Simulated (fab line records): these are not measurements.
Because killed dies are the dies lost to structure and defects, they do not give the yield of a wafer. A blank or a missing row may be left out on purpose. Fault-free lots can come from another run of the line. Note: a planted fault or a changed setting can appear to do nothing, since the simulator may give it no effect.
Chamber matching + flow gf180mcu + GF_STI_CMP_25 on cmp-01: 4 sister chambers
The step polishes, stops on Si3N4, t overpolish 33 s, target thk 524.6 nm. 4 wafers are shown with their chamber, then 8 later ones without.

EACH WAFER AND ITS CHAMBER
| wafer  | chamber | motor_current_A (A) |
|--------|---------|---------------------|
| L078.3 | 0       | 13.4                |
| L082.2 | 1       | 11.0                |
| L082.6 | 2       | 12.1                |
| L086.1 | 3       | 12.7                |

WAFERS MISSING THEIR CHAMBER
| wafer  | motor_current_A (A) |
|--------|---------------------|
| L086.2 | 12.3                |
| L086.5 | 12.3                |
| L093.1 | 12.1                |
| L093.2 | 12.0                |
| L093.6 | 12.1                |
| L094.1 | 12.5                |
| L094.5 | 11.6                |
| L094.6 | 12.0                |

WHICH CHAMBER EACH WENT THROUGH
| wafer  | from the rows above     | in truth                   |
|--------|-------------------------|----------------------------|
| L086.2 | can't be placed: 2 or 3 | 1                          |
| L086.5 | can't be placed: 2 or 3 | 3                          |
| L093.1 | 2                       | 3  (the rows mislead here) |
| L093.2 | 2                       | 2                          |
| L093.6 | 2                       | 2                          |
| L094.1 | can't be placed: 3 or 2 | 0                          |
| L094.5 | can't be placed: 2 or 1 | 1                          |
| L094.6 | 2                       | 2                          |
3 of 8 placed correctly. Can't be placed from these rows: 4 (the true chamber is among the candidates in 2). Number placed wrongly: 1.
How it was worked out, from the rows above alone: a wafer's distance from a chamber is the root of the sum, over the readings, of the square of ((its reading less the chamber's mean) divided by the reading's scatter). The wafer belongs to the nearest chamber; if the next one is less than 2 further off, it can't be placed. The mean given for a chamber averages the wafers shown for that chamber. The scatter: root of mean squared gap, hidden wafer to nearest shown wafer, with one shown wafer a chamber.
